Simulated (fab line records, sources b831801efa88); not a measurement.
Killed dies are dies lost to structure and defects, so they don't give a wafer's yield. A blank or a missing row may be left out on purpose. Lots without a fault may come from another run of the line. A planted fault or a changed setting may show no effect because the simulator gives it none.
Which tool did it? | flow sfq_line | 14 lots, 42 wafers sampled, at 4 steps of a route of 325

WHAT THE GAUGES READ, wafer by wafer
The record holds no reading of a measuring or inspecting step that can be judged against a usual standard deviation.

WHICH TOOL RAN EACH LOT (tool, then ch and the chambers of the sampled wafers, then the start)
lot  | SFQ_TRILAYER_M2_BARC_OPEN_METAL_ETCH_077 | SFQ_TRILAYER_I2_DEP_PECVD_063   | SFQ_TRILAYER_I2_VIA_BARC_OPEN_VIA_ETCH_096 | SFQ_TRILAYER_M4_DEP_SPUTTER_091
L938 | rie_metal-04 ch 0,1, day 29 22:11        | pecvd-01 ch 0,1, day 29 23:10   | rie_diel-02 ch 2,3, day 36 10:29           | pvd_sputter-04, day 43 02:38
L939 | rie_metal-01 ch 0,1, day 32 10:19        | pecvd-01 ch 1,2, day 32 11:17   | rie_diel-04 ch 1,3, day 39 01:07           | pvd_sputter-05, day 45 14:38
L940 | rie_metal-02 ch 0,1, day 32 12:44        | pecvd-04 ch 0,2, day 32 13:43   | rie_diel-01 ch 0,3, day 39 03:31           | pvd_sputter-06, day 45 18:14
L941 | rie_metal-04 ch 0,1, day 32 13:56        | pecvd-03 ch 0,1,2, day 32 14:53 | rie_diel-04 ch 0,3, day 39 05:55           | pvd_sputter-05, day 45 19:38
L944 | rie_metal-01 ch 0,1, day 33 10:19        | pecvd-03 ch 1,2, day 33 11:17   | rie_diel-04 ch 0,1,2, day 39 23:55         | pvd_sputter-04, day 50 12:30
L946 | rie_metal-01 ch 0,1, day 34 13:55        | pecvd-04 ch 0,1, day 34 14:53   | rie_diel-02 ch 2,3, day 40 23:22           | pvd_sputter-06, day 50 20:54
L947 | rie_metal-04 ch 0,1, day 34 15:08        | pecvd-03 ch 1,2, day 34 16:05   | rie_diel-01 ch 0,1,3, day 41 00:20         | pvd_sputter-04, day 50 22:06
L950 | rie_metal-04 ch 0,1, day 35 04:15        | pecvd-01 ch 0,1,2, day 35 05:14 | rie_diel-01 ch 0,2,3, day 41 18:20         | pvd_sputter-04, day 51 08:54
L951 | rie_metal-04 ch 0,1, day 35 15:02        | pecvd-04 ch 0,1,2, day 35 15:59 | rie_diel-04 ch 0,2,3, day 42 02:44         | pvd_sputter-05, day 51 10:06
L953 | rie_metal-04 ch 1, day 36 11:36          | pecvd-03 ch 0,1,2, day 36 13:20 | rie_diel-04 ch 0,2,3, day 43 00:28         | pvd_sputter-05, day 51 19:42
L957 | rie_metal-02 ch 0,1, day 44 17:17        | pecvd-01 ch 0,2, day 44 18:14   | rie_diel-04 ch 0,2,3, day 49 17:32         | pvd_sputter-06, day 58 11:52
L958 | rie_metal-01 ch 0,1, day 45 00:28        | pecvd-01 ch 0,1,2, day 45 01:26 | rie_diel-04 ch 2,3, day 49 22:20           | pvd_sputter-05, day 58 21:25
L960 | rie_metal-01 ch 0,1, day 45 19:40        | pecvd-03 ch 1,2, day 45 20:38   | rie_diel-01 ch 1,2, day 50 07:56           | pvd_sputter-06, day 59 10:38
L961 | rie_metal-02 ch 0,1, day 46 07:46        | pecvd-04 ch 1,2, day 46 08:44   | rie_diel-02 ch 0,1,2, day 50 12:44         | pvd_sputter-04, day 59 17:13
- SFQ_TRILAYER_M2_BARC_OPEN_METAL_ETCH_077: etches BARC in O2, target depth 125 nm, time 41.7 s.
- SFQ_TRILAYER_I2_DEP_PECVD_063: deposits SiO2 from SiH4/N2O, time 111.11 s, target thk 500 nm.
- SFQ_TRILAYER_I2_VIA_BARC_OPEN_VIA_ETCH_096: etches BARC in O2, target depth 125 nm, time 41.7 s.
- SFQ_TRILAYER_M4_DEP_SPUTTER_091: material Nb, target thk 200 nm, time 133.3 s.

WHAT THE TOOLS THEMSELVES READ (means of the sampled wafers that have a number; where no wafer has one, the mark that the record gives instead)
SFQ_TRILAYER_M2_BARC_OPEN_METAL_ETCH_077. Usual: drypump_motor_current_A 5.70 A, standard deviation 0.18; oes_product_au 0.685 a.u., standard deviation 0.0045; run_length_s 69.9 s, standard deviation 0.4.
lot  | tool         | drypump_motor_current_A (A) | oes_product_au (a.u.) | run_length_s (s) | flag
L938 | rie_metal-04 | 5.85                        | 0.684                 | 69.6             |
L939 | rie_metal-01 | 5.59                        | 0.684                 | 70.4             |
L940 | rie_metal-02 | 5.49                        | 0.686                 | 69.9             |
L941 | rie_metal-04 | 5.88                        | 0.690                 | 69.6             |
L944 | rie_metal-01 | 5.61                        | 0.719                 | 67.6             | OFF
L946 | rie_metal-01 | 5.59                        | 0.728                 | 67.7             | OFF
L947 | rie_metal-04 | 5.89                        | 0.689                 | 69.5             |
L950 | rie_metal-04 | 5.88                        | 0.685                 | 69.3             |
L951 | rie_metal-04 | 5.85                        | 0.681                 | 69.7             |
L953 | rie_metal-04 | 5.94                        | 0.685                 | 69.5             |
L957 | rie_metal-02 | 5.60                        | 0.691                 | 69.9             |
L958 | rie_metal-01 | 5.61                        | 0.683                 | 70.1             |
L960 | rie_metal-01 | 5.59                        | 0.687                 | 70.4             |
L961 | rie_metal-02 | 5.59                        | 0.688                 | 69.9             |

SFQ_TRILAYER_I2_DEP_PECVD_063. Usual: heater_power_w 83 W, standard deviation 11; throttle_valve_pct 24.6 %, standard deviation 1.2.
lot  | tool     | heater_power_w (W) | throttle_valve_pct (%) | flag
L938 | pecvd-01 | 87                 | 26.2                   |
L939 | pecvd-01 | 74                 | 25.2                   |
L940 | pecvd-04 | 77                 | 25.5                   |
L941 | pecvd-03 | 76                 | 23.8                   |
L944 | pecvd-03 | 73                 | 24.3                   |
L946 | pecvd-04 | 95                 | 25.4                   |
L947 | pecvd-03 | 72                 | 24.4                   |
L950 | pecvd-01 | 79                 | 25.5                   |
L951 | pecvd-04 | 87                 | 25.8                   |
L953 | pecvd-03 | 77                 | 24.0                   |
L957 | pecvd-01 | 80                 | 22.6                   |
L958 | pecvd-01 | 82                 | 22.4                   |
L960 | pecvd-03 | 78                 | 24.7                   |
L961 | pecvd-04 | 99                 | 25.4                   |

SFQ_TRILAYER_I2_VIA_BARC_OPEN_VIA_ETCH_096. Usual: drypump_motor_current_A 5.7 A, standard deviation 0.61; oes_product_au 0.685 a.u., standard deviation 0.0044; run_length_s 70.1 s, standard deviation 0.4.
lot  | tool        | drypump_motor_current_A (A) | oes_product_au (a.u.) | run_length_s (s) | flag
L938 | rie_diel-02 | 5.4                         | 0.680                 | 70.1             |
L939 | rie_diel-04 | 5.7                         | 0.685                 | 70.0             |
L940 | rie_diel-01 | 6.3                         | 0.686                 | 69.8             |
L941 | rie_diel-04 | 5.8                         | 0.685                 | 70.1             |
L944 | rie_diel-04 | 5.4                         | 0.688                 | 69.9             |
L946 | rie_diel-02 | 5.5                         | 0.681                 | 69.9             |
L947 | rie_diel-01 | 5.6                         | 0.685                 | 70.2             |
L950 | rie_diel-01 | 6.2                         | 0.685                 | 70.0             |
L951 | rie_diel-04 | 5.8                         | 0.687                 | 70.3             |
L953 | rie_diel-04 | 5.9                         | 0.687                 | 70.0             |
L957 | rie_diel-04 | 5.8                         | 0.687                 | 70.1             |
L958 | rie_diel-04 | 6.2                         | 0.680                 | 70.3             |
L960 | rie_diel-01 | 5.4                         | 0.687                 | 70.2             |
L961 | rie_diel-02 | 5.4                         | 0.686                 | 70.1             |

SFQ_TRILAYER_M4_DEP_SPUTTER_091. Usual: cathode_dc_power_W 2000.0 W, standard deviation 0.35; chamber_pressure_pa 0.1333 Pa, standard deviation 0.00026; substrate_temp_c 20.01 C, standard deviation 0.11; throttle_valve_pct 29.9 %, standard deviation 0.98.
lot  | tool           | cathode_dc_power_W (W) | chamber_pressure_pa (Pa) | substrate_temp_c (C) | throttle_valve_pct (%) | flag
L938 | pvd_sputter-04 | 2000.0                 | 0.1334                   | 20.08                | 28.6                   |
L939 | pvd_sputter-05 | 2000.2                 | 0.1334                   | 20.11                | 29.9                   |
L940 | pvd_sputter-06 | 2000.0                 | 0.1332                   | 20.05                | 30.8                   |
L941 | pvd_sputter-05 | 1999.9                 | 0.1335                   | 20.02                | 29.0                   |
L944 | pvd_sputter-04 | 2000.2                 | 0.1333                   | 19.96                | 29.6                   |
L946 | pvd_sputter-06 | 2000.0                 | 0.1335                   | 19.94                | 30.9                   |
L947 | pvd_sputter-04 | 1999.8                 | 0.1332                   | 19.96                | 28.4                   |
L950 | pvd_sputter-04 | 2000.1                 | 0.1330                   | 20.08                | 29.2                   |
L951 | pvd_sputter-05 | 2000.5                 | 0.1333                   | 20.06                | 29.3                   |
L953 | pvd_sputter-05 | 1999.7                 | 0.1335                   | 20.08                | 29.4                   |
L957 | pvd_sputter-06 | 1999.9                 | 0.1332                   | 19.98                | 30.6                   |
L958 | pvd_sputter-05 | 1999.9                 | 0.1333                   | 19.98                | 30.2                   |
L960 | pvd_sputter-06 | 2000.1                 | 0.1331                   | 20.08                | 30.6                   |
L961 | pvd_sputter-04 | 2000.4                 | 0.1333                   | 20.15                | 28.7                   |

THE ANSWER, worked out from the rows above alone
Rule: a lot is off if the mean of its wafers that have a number lies more than 3 standard deviations from the usual mean. A lot without any number at a reading at which 4 lots or more have one is off too. The other lots that the step has rows for count as sound. The gauges are gone through in route order, then the tools' own readings, and for those a lot's mean is taken as printed above. The first step at which some lot is off is used, and at that step the reading that is off furthest; a lot without a number counts as furthest.
Off: L944, L946, at SFQ_TRILAYER_M2_BARC_OPEN_METAL_ETCH_077 (oes_product_au).
A tool fits if, at that step or a process step before it, it ran every lot that is off, and no sound lot after the first of them. None of those tried fits.

WHAT THE SIMULATOR HAD PUT IN
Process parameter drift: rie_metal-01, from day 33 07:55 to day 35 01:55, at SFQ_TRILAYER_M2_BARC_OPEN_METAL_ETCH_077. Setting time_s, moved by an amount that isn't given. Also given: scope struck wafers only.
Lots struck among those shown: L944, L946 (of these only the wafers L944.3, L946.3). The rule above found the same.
